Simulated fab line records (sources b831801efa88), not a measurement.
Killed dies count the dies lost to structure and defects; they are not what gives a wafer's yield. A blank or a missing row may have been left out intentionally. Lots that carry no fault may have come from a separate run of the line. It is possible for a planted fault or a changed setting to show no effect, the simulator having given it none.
fab line records | flow sky130
record lots=12 | wafers=36 | last-day=50
route steps=708 shown VT_ADJUST_LVTN@118 VT_ADJUST_NCORE@130 VT_ADJUST_HVTR@141 SONOS_ONO@172 PAD_OPEN@708
lots with no fault: from the same line, run without faults
start-h: the number of hours between the record's first day and the start of the first shown wafer of the lot | wait-h: how many hours have passed since the lot's step before this one | " the same as in the row above | L1.1+2: several wafers, shown together as one row | - no value, or no start was given | * or withheld: withheld | < > ~ a bound
route shown NAME@n: names a module that has steps shown in the file, with the first one's number in the route | usual: the fault-free wafers' mean and standard deviation | same: alike in all rows | chamber/n: place in a boat | sites: the reading at each site | _std_site: the values' standard deviation | _edge_site: inner sites' mean taken away from outer sites' mean | radius-mm: for every site, how far away it sits from the centre of the wafer | mask NAME#n: copy n | behind: tool/chamber where the wafer was last shaped | hold: what put the lot on hold/how long, in hours/how the hold closed | device: names the non-switching transistor (n, p or np) | end of line: at the end of the route, the tests of the same wafers | step lacking rows: just its recipe | killed: at the first sort, the dies lost to defects and structure; wafer yield is something else | map: the dies of a wafer, with x for killed, . for not killed, _ for no die there
set.NAME: the run value of the setting; set.NAME@STEP: its run value at that earlier step | model.NAME: the simulator's own value behind a step, which no gauge read
the route's steps for a sample of lots (tables are steps, rows are wafers)
services: a tool's chamber out of use, with start hour (start-h, from the record's first day; less than 0 if before it), hours out, and reason
## steps
# step SKY_VT_ADJUST_LVTN_TW_MEAS_21
# usual VT_ADJUST_LVTN_2_TW=187.8/0.81
lot.wafer | tool          | chamber | start-h | wait-h | VT_ADJUST_LVTN_2_TW
L617.1    | film-metro-04 | -       | 164.35  | 0.1    | 187.6
L617.2    | "             | -       | "       | "      | 187.6
L617.5    | "             | -       | "       | "      | 187.7
L618.2    | film-metro-03 | -       | 165.31  | 0.1    | 186.8
L618.3    | "             | -       | "       | "      | 188.2
L618.6    | "             | -       | "       | "      | 187.2
L620.2    | film-metro-02 | -       | 184.62  | 0.1    | 189.0
L620.3    | "             | -       | "       | "      | 188.5
L620.5    | "             | -       | "       | "      | 187.7
L621.1    | film-metro-03 | -       | 190.22  | 0.1    | 188.2
L621.4    | "             | -       | "       | "      | 189.1
L621.6    | "             | -       | "       | "      | 188.5
L624.1    | film-metro-02 | -       | 210.56  | 0.1    | 187.1
L624.2    | "             | -       | "       | "      | 187.4
L624.3    | "             | -       | "       | "      | 187.0
L625.1    | film-metro-03 | -       | 217.40  | 0.1    | 187.4
L625.3    | "             | -       | "       | "      | 187.9
L625.5    | "             | -       | "       | "      | 188.0
L626.4    | film-metro-03 | -       | 222.44  | 0.1    | 187.9
L626.5    | "             | -       | "       | "      | 188.5
L626.6    | "             | -       | "       | "      | 187.1
L627.2    | film-metro-02 | -       | 231.27  | 0.1    | 188.5
L627.5    | "             | -       | "       | "      | 187.9
L627.6    | "             | -       | "       | "      | 187.3
L628.3    | film-metro-04 | -       | 239.12  | 0.1    | 187.6
L628.4    | "             | -       | "       | "      | 187.8
L628.5    | "             | -       | "       | "      | 186.8
L629.1    | film-metro-02 | -       | 243.95  | 0.1    | 187.6
L629.2    | "             | -       | "       | "      | 188.2
L629.5    | "             | -       | "       | "      | 188.1
L637.1    | film-metro-03 | -       | 299.45  | 0.1    | 187.9
L637.3    | "             | -       | "       | "      | 186.6
L637.5    | "             | -       | "       | "      | 188.1
L640.1    | film-metro-03 | -       | 317.85  | 0.1    | 188.4
L640.3    | "             | -       | "       | "      | 188.0
L640.4    | "             | -       | "       | "      | 188.2
# step SKY_VT_ADJUST_NCORE_TW_MEAS_11
# usual VT_ADJUST_NCORE_TW=219.3/1
lot.wafer | tool          | chamber | start-h | wait-h | VT_ADJUST_NCORE_TW
L617.1    | film-metro-01 | -       | 185.19  | 0.1    | 219.4
L617.2    | "             | -       | "       | "      | 221.1
L617.5    | "             | -       | "       | "      | 219.4
L618.2    | film-metro-02 | -       | 186.23  | 0.1    | 218.7
L618.3    | "             | -       | "       | "      | 218.7
L618.6    | "             | -       | "       | "      | 219.7
L620.2    | film-metro-04 | -       | 205.69  | 0.1    | 220.2
L620.3    | "             | -       | "       | "      | 219.8
L620.5    | "             | -       | "       | "      | 220.0
L621.1    | film-metro-01 | -       | 212.63  | 0.1    | 219.5
L621.4    | "             | -       | "       | "      | 219.5
L621.6    | "             | -       | "       | "      | 219.5
L624.1    | film-metro-01 | -       | 233.52  | 0.1    | 221.1
L624.2    | "             | -       | "       | "      | 219.9
L624.3    | "             | -       | "       | "      | 220.7
L625.1    | film-metro-04 | -       | 240.24  | 0.1    | 217.9
L625.3    | "             | -       | "       | "      | 216.8
L625.5    | "             | -       | "       | "      | 218.0
L626.4    | film-metro-02 | -       | 245.50  | 0.1    | 219.8
L626.5    | "             | -       | "       | "      | 218.8
L626.6    | "             | -       | "       | "      | 220.0
L627.2    | film-metro-01 | -       | 254.15  | 0.1    | 218.8
L627.5    | "             | -       | "       | "      | 218.5
L627.6    | "             | -       | "       | "      | 219.2
L628.3    | film-metro-02 | -       | 262.87  | 0.1    | 219.3
L628.4    | "             | -       | "       | "      | 219.8
L628.5    | "             | -       | "       | "      | 220.0
L629.1    | film-metro-01 | -       | 267.17  | 0.1    | 221.2
L629.2    | "             | -       | "       | "      | 220.6
L629.5    | "             | -       | "       | "      | 220.3
L637.1    | film-metro-01 | -       | 324.93  | 0.1    | 219.9
L637.3    | "             | -       | "       | "      | 219.5
L637.5    | "             | -       | "       | "      | 220.0
L640.1    | film-metro-02 | -       | 344.62  | 0.1    | 220.2
L640.3    | "             | -       | "       | "      | 219.4
L640.4    | "             | -       | "       | "      | 219.5
# step SKY_VT_ADJUST_HVTR_STRIP_10
# recipe chemistry=O2/N2 | power-w=1400 | pressure-mtorr=1500 | platen-temp-c=withheld | o2-flow-sccm=3000 | n2-flow-sccm=300 | overash-fraction=0.5
# usual drypump-motor-current-A=5.8/0.36 | oes-product-au=0.716/0.0041 | strip-time-to-endpoint-s=14.17/0.038
lot.wafer | tool            | chamber | start-h | wait-h | drypump-motor-current-A | oes-product-au | rf-hours-counter-h | strip-time-to-endpoint-s
L617.1    | plasma-asher-04 | 1       | 206.79  | 0.1    | 5.8                     | 0.715          | 54                 | 14.23
L617.2    | "               | 0       | "       | "      | 5.4                     | 0.714          | 54                 | 14.20
L617.5    | "               | 1       | "       | "      | 5.8                     | 0.716          | -                  | 14.19
L618.2    | plasma-asher-02 | 0       | 207.48  | 0.1    | 6.4                     | 0.713          | 37                 | 14.21
L618.3    | "               | 0       | "       | "      | 6.4                     | 0.711          | -                  | 14.14
L618.6    | "               | 0       | "       | "      | 6.5                     | 0.715          | -                  | 14.21
L620.2    | plasma-asher-03 | 1       | 228.23  | 0.1    | 5.4                     | 0.713          | 55                 | 14.11
L620.3    | "               | 1       | "       | "      | 5.4                     | 0.722          | -                  | 14.15
L620.5    | "               | 1       | "       | "      | 5.4                     | 0.712          | -                  | 14.09
L621.1    | plasma-asher-04 | 1       | 235.48  | 0.1    | 5.8                     | 0.716          | 57                 | 14.14
L621.4    | "               | 1       | "       | "      | 5.7                     | 0.719          | -                  | 14.12
L621.6    | "               | 0       | "       | "      | 5.4                     | 0.719          | -                  | 14.07
L624.1    | plasma-asher-04 | 1       | 256.78  | 0.1    | 5.8                     | 0.722          | 59                 | 14.13
L624.2    | "               | 0       | "       | "      | 5.4                     | 0.719          | 59                 | 14.11
L624.3    | "               | 1       | "       | "      | 5.8                     | 0.721          | -                  | 14.13
L625.1    | plasma-asher-02 | 0       | 264.28  | 0.1    | 6.4                     | 0.712          | 43                 | 14.21
L625.3    | "               | 0       | "       | "      | 6.4                     | 0.720          | -                  | 14.22
L625.5    | "               | 1       | "       | "      | 5.7                     | 0.708          | -                  | 14.18
L626.4    | plasma-asher-02 | 0       | 268.92  | 0.1    | 6.4                     | 0.711          | -                  | 14.18
L626.5    | "               | 0       | "       | "      | 6.4                     | 0.718          | -                  | 14.23
L626.6    | "               | 1       | "       | "      | 5.8                     | 0.715          | -                  | 14.23
L627.2    | plasma-asher-04 | 0       | 278.03  | 0.1    | 5.4                     | 0.710          | 61                 | 14.18
L627.5    | "               | 1       | "       | "      | 5.8                     | 0.711          | -                  | 14.17
L627.6    | "               | 0       | "       | "      | 5.4                     | 0.717          | -                  | 14.16
L628.3    | plasma-asher-02 | 0       | 286.87  | 0.1    | 6.4                     | 0.720          | -                  | 14.15
L628.4    | "               | 1       | "       | "      | 5.8                     | 0.716          | -                  | 14.18
L628.5    | "               | 1       | "       | "      | 5.8                     | 0.712          | -                  | 14.26
L629.1    | plasma-asher-04 | 1       | 291.14  | 0.1    | 5.8                     | 0.714          | 63                 | 14.22
L629.2    | "               | 0       | "       | "      | 5.4                     | 0.714          | 63                 | 14.24
L629.5    | "               | 1       | "       | "      | 5.8                     | 0.724          | -                  | 14.21
L637.1    | plasma-asher-03 | 1       | 351.96  | 0.1    | 5.4                     | 0.712          | 66                 | 14.16
L637.3    | "               | 1       | "       | "      | 5.4                     | 0.719          | -                  | 14.18
L637.5    | "               | 1       | "       | "      | 5.4                     | 0.714          | -                  | 14.15
L640.1    | plasma-asher-04 | 0       | 371.93  | 0.1    | 5.5                     | 0.722          | 70                 | 14.14
L640.3    | "               | 1       | "       | "      | 5.8                     | 0.714          | -                  | 14.13
L640.4    | "               | 0       | "       | "      | 5.4                     | 0.715          | -                  | 14.14
# step SKY_SONOS_ONO_CVD_04
# recipe material=SiO2 | precursor=SiH4/N2O | target-thk-nm=5.7199 | temp-c=900 | pressure-mtorr=400
# usual spike-tc-bottom-C=917.6/0.96 | spike-tc-centre-C=901.9/1.2 | spike-tc-lower-C=900.1/1.2 | spike-tc-top-C=912.2/0.94 | spike-tc-upper-C=900.6/0.99 | zone-power-centre-pct=19.9/0.61
lot.wafer | tool     | chamber | start-h | wait-h | spike-tc-bottom-C | spike-tc-centre-C | spike-tc-lower-C | spike-tc-top-C | spike-tc-upper-C | zone-power-centre-pct
L617.1    | lpcvd-03 | 0       | 256.16  | 0.1    | 918.1             | 903.1             | 901.2            | 913.6          | 899.6            | 20.5
L617.2    | "        | 0       | "       | "      | 917.8             | 900.8             | 901.9            | 913.4          | 902.9            | 20.2
L617.5    | "        | 0       | "       | "      | 917.1             | 902.3             | 899.2            | 913.7          | 900.9            | 20.5
L618.2    | lpcvd-03 | 0       | 257.41  | 1.3    | 915.8             | 902.3             | 900.9            | 912.9          | 899.7            | 20.5
L618.3    | "        | 0       | "       | "      | 917.4             | 903.9             | 900.4            | 911.1          | 901.3            | 20.3
L618.6    | "        | 0       | "       | "      | 918.6             | 902.8             | 900.6            | 913.3          | 900.6            | 20.6
L620.2    | lpcvd-03 | 0       | 282.81  | 0.0    | 917.0             | 902.0             | 899.9            | 912.8          | 900.3            | 20.2
L620.3    | "        | 0       | "       | "      | 917.9             | 901.2             | 900.9            | 911.1          | 899.2            | 21.0
L620.5    | "        | 0       | "       | "      | 917.0             | 903.6             | 900.5            | 911.5          | 900.1            | 20.8
L621.1    | lpcvd-03 | 1       | 290.10  | 0.1    | 918.9             | 900.5             | 899.8            | 912.4          | 899.8            | 19.5
L621.4    | "        | 1       | "       | "      | 917.9             | 901.0             | 898.2            | 912.1          | 900.1            | 19.2
L621.6    | "        | 1       | "       | "      | 916.9             | 899.3             | 897.7            | 909.7          | 901.4            | 19.1
L624.1    | lpcvd-03 | 0       | 312.99  | 0.1    | 916.5             | 903.5             | 900.8            | 911.0          | 900.5            | 20.6
L624.2    | "        | 0       | "       | "      | 917.2             | 899.9             | 901.2            | 911.7          | 899.1            | 20.7
L624.3    | "        | 0       | "       | "      | 918.0             | 903.1             | 900.2            | 912.7          | 901.4            | 20.4
L625.1    | lpcvd-03 | 1       | 318.39  | 0.1    | 919.0             | 903.6             | 899.6            | 913.2          | 900.6            | 19.4
L625.3    | "        | 1       | "       | "      | 918.8             | 901.2             | 898.5            | 913.5          | 900.9            | 19.5
L625.5    | "        | 1       | "       | "      | 919.4             | 900.8             | 898.7            | 911.3          | 898.8            | 19.3
L626.4    | lpcvd-03 | 0       | 323.11  | 0.0    | 917.9             | 901.6             | 900.6            | 911.4          | 898.9            | 20.5
L626.5    | "        | 0       | "       | "      | 916.2             | 901.6             | 898.9            | 912.0          | 901.1            | 20.4
L626.6    | "        | 0       | "       | "      | 917.6             | 903.2             | 902.2            | 911.9          | 901.4            | 20.7
L627.2    | lpcvd-03 | 0       | 332.69  | 0.0    | 918.3             | 902.4             | 899.0            | 911.0          | 900.2            | 20.1
L627.5    | "        | 0       | "       | "      | 917.7             | 903.3             | 901.6            | 910.4          | 901.3            | 20.5
L627.6    | "        | 0       | "       | "      | 919.0             | 901.5             | 899.2            | 910.3          | 899.2            | 20.4
L628.3    | lpcvd-03 | 1       | 343.91  | 0.0    | 917.6             | 899.5             | 900.3            | 911.3          | 900.3            | 19.3
L628.4    | "        | 1       | "       | "      | 916.7             | 900.1             | 898.9            | 912.7          | 899.1            | 19.2
L628.5    | "        | 1       | "       | "      | 918.5             | 899.5             | 899.7            | 913.2          | 899.5            | 19.3
L629.1    | lpcvd-03 | 0       | 347.07  | 0.1    | 918.9             | 901.7             | 899.1            | 911.7          | 899.0            | 20.5
L629.2    | "        | 0       | "       | "      | 917.4             | 901.8             | 901.0            | 913.6          | 899.1            | 20.5
L629.5    | "        | 0       | "       | "      | 916.4             | 903.1             | 902.4            | 913.6          | 900.0            | 20.4
L637.1    | lpcvd-03 | 0       | 414.78  | 0.1    | 903.5             | 891.4             | 891.2            | 903.5          | 890.1            | 19.8
L637.3    | "        | 0       | "       | "      | 907.7             | 891.5             | 890.2            | 900.8          | 890.3            | 20.1
L637.5    | "        | 0       | "       | "      | 906.5             | 892.7             | 888.7            | 899.6          | 890.2            | 20.2
L640.1    | lpcvd-03 | 1       | 435.77  | 0.1    | 917.1             | 901.6             | 899.6            | 911.7          | 900.2            | 19.3
L640.3    | "        | 1       | "       | "      | 918.2             | 900.6             | 900.4            | 912.5          | 900.2            | 19.1
L640.4    | "        | 1       | "       | "      | 915.4             | 900.7             | 901.9            | 912.5          | 901.0            | 19.6
# step SKY_SONOS_ONO_THK_MEAS_05
# recipe reads=SiO2_of_SONOS_ONO_CVD_04
# usual SONOS_ONO_CVD_04_THK=5.62/0.1
lot.wafer | tool          | chamber | start-h | wait-h | hold                     | SONOS_ONO_CVD_04_THK[nm]
L617.1    | film-metro-04 | -       | 257.41  | 0.0    | -                        | 5.71
L617.2    | "             | -       | "       | "      | -                        | 5.58
L617.5    | "             | -       | "       | "      | -                        | 5.57
L618.2    | film-metro-04 | -       | 258.67  | 0.0    | -                        | 5.67
L618.3    | "             | -       | "       | "      | -                        | 5.62
L618.6    | "             | -       | "       | "      | -                        | 5.64
L620.2    | film-metro-02 | -       | 284.07  | 0.0    | -                        | 5.49
L620.3    | "             | -       | "       | "      | -                        | 5.76
L620.5    | "             | -       | "       | "      | -                        | 5.61
L621.1    | film-metro-01 | -       | 291.35  | 0.0    | -                        | 5.73
L621.4    | "             | -       | "       | "      | -                        | 5.69
L621.6    | "             | -       | "       | "      | -                        | 5.77
L624.1    | film-metro-04 | -       | 314.24  | 0.0    | -                        | 5.69
L624.2    | "             | -       | "       | "      | -                        | 5.49
L624.3    | "             | -       | "       | "      | -                        | 5.63
L625.1    | film-metro-01 | -       | 319.64  | 0.0    | -                        | 5.62
L625.3    | "             | -       | "       | "      | -                        | 5.65
L625.5    | "             | -       | "       | "      | -                        | 5.66
L626.4    | film-metro-02 | -       | 324.39  | 0.0    | -                        | 5.47
L626.5    | "             | -       | "       | "      | -                        | 5.64
L626.6    | "             | -       | "       | "      | -                        | 5.50
L627.2    | film-metro-04 | -       | 333.95  | 0.0    | -                        | 5.42
L627.5    | "             | -       | "       | "      | -                        | 5.50
L627.6    | "             | -       | "       | "      | -                        | 5.41
L628.3    | film-metro-02 | -       | 345.18  | 0.0    | -                        | 5.56
L628.4    | "             | -       | "       | "      | -                        | 5.56
L628.5    | "             | -       | "       | "      | -                        | 5.43
L629.1    | film-metro-04 | -       | 348.32  | 0.0    | -                        | 5.51
L629.2    | "             | -       | "       | "      | -                        | 5.44
L629.5    | "             | -       | "       | "      | -                        | 5.47
L637.1    | film-metro-02 | -       | 416.03  | 0.0    | await-dispo/0.2h/release | 4.78
L637.3    | "             | -       | "       | "      | await-dispo/0.2h/release | 4.79
L637.5    | "             | -       | "       | "      | await-dispo/0.2h/release | 4.75
L637.1    | film-metro-02 | -       | 416.26  | 0.2    | -                        | 4.68
L637.3    | "             | -       | "       | "      | -                        | 4.81
L637.5    | "             | -       | "       | "      | -                        | 4.75
L640.1    | film-metro-04 | -       | 437.02  | 0.0    | -                        | 5.70
L640.3    | "             | -       | "       | "      | -                        | 5.83
L640.4    | "             | -       | "       | "      | -                        | 5.75
# step SKY_PAD_OPEN_PROBE_99
# usual killed_at_M0_to_M3=44/7 | killed_at_M4_up=3.0/1.8 | killed-at-contacts=24/4.9 | killed-at-front-end=15/5 | killed-at-other=0.2/0.53 | killed-dies=87/8.7 | killed-open=48/6.8 | killed-short=39/5.7
# same gross-dies=492 | killed-at-back-side=0
lot.wafer | tool      | chamber | start-h | wait-h | killed_at_M0_to_M3 | killed_at_M4_up | killed-at-contacts | killed-at-front-end | killed-at-other | killed-dies | killed-open | killed-short
L617.1    | prober-01 | -       | 1073.20 | 0.1    | 42                 | 2               | 31                 | 12                  | 1               | 88          | 51          | 37
L617.2    | prober-01 | -       | 1073.25 | 0.1    | 34                 | 5               | 23                 | 17                  | 0               | 79          | 47          | 32
L617.5    | prober-01 | -       | 1073.40 | 0.2    | 42                 | 1               | 24                 | 12                  | 0               | 79          | 41          | 38
# killed by level:class
L617.1 LI_CONTACT:geometric-particle:open=10 CONTACT:geometric-particle:open=8 VIA1:geometric-particle:open=8 VIA3:geometric-particle:open=8 FIELD_ISO:geometric-particle:open=7 CONTACT:geometric-particle:short=7 VIA2:geometric-particle:open=6 VIA1:geometric-particle:short=4
L617.2 FIELD_ISO:geometric-particle:short=8 LI_CONTACT:geometric-particle:open=8 VIA1:geometric-particle:open=8 VIA3:geometric-particle:open=8 CONTACT:geometric-particle:open=7 METAL2:geometric-particle:short=6 VIA2:geometric-particle:short=3 LOCAL_INTERCONNECT:geometric-particle:open=3
L617.5 CONTACT:geometric-particle:open=7 VIA1:geometric-particle:open=7 VIA3:geometric-particle:open=6 METAL1:geometric-particle:short=6 LI_CONTACT:geometric-particle:short=5 LI_CONTACT:geometric-particle:open=4 LOCAL_INTERCONNECT:geometric-particle:short=4 METAL2:geometric-particle:open=4
## services
tool            | chamber | start-h | hours | kind
plasma-asher-02 | -       | 186.30  | 5.3   | repair
plasma-asher-03 | -       | 281.48  | 10.5  | repair
plasma-asher-02 | -       | 296.30  | 1.1   | repair
plasma-asher-04 | -       | 421.25  | 9.0   | pm
plasma-asher-04 | 0       | 421.25  | 9.0   | vent-cycle
plasma-asher-04 | 1       | 421.25  | 9.0   | vent-cycle
plasma-asher-04 | 0       | 430.25  | -     | clean
plasma-asher-04 | 1       | 430.25  | -     | clean
## key
first-sign step=SKY_SONOS_ONO_CVD_04 | reading=spike-tc-bottom-C | direction=down | sigmas=12 | usual=917.6 | struck=905.9
effect step=SKY_SONOS_ONO_CVD_04 | reading=spike-tc-top-C | direction=down | sigmas=11 | usual=912.2 | struck=901.3
effect step=SKY_SONOS_ONO_THK_MEAS_05 | reading=visit | direction=added
effect step=SKY_SONOS_ONO_THK_MEAS_05 | reading=SONOS_ONO_CVD_04_THK | direction=down | sigmas=8.1 | usual=5.62 | struck=4.77
met-at SKY_SONOS_ONO_CVD_04
struck-lots L637
struck-wafers L637.1,L637.3,L637.5
tester-left-out L637
not-acting-at SKY_VT_ADJUST_LVTN_TW_MEAS_21,SKY_VT_ADJUST_NCORE_TW_MEAS_11,SKY_VT_ADJUST_HVTR_STRIP_10
fault kind=process-parameter-drift | tool=lpcvd-03 | chamber=0 | onset-h=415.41 | steps=SKY_SONOS_ONO_CVD_04 | channel=temp-c | offset=* | shape=step | end-h=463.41 | stated=*
# tester-left-out: of these lots the tester's yield and bins aren't shown, on N5 and GAA mostly nor the transistor test; their killed dies are dies lost to structure and defects alone, not to doping, threshold or leakage, so they don't give the yield
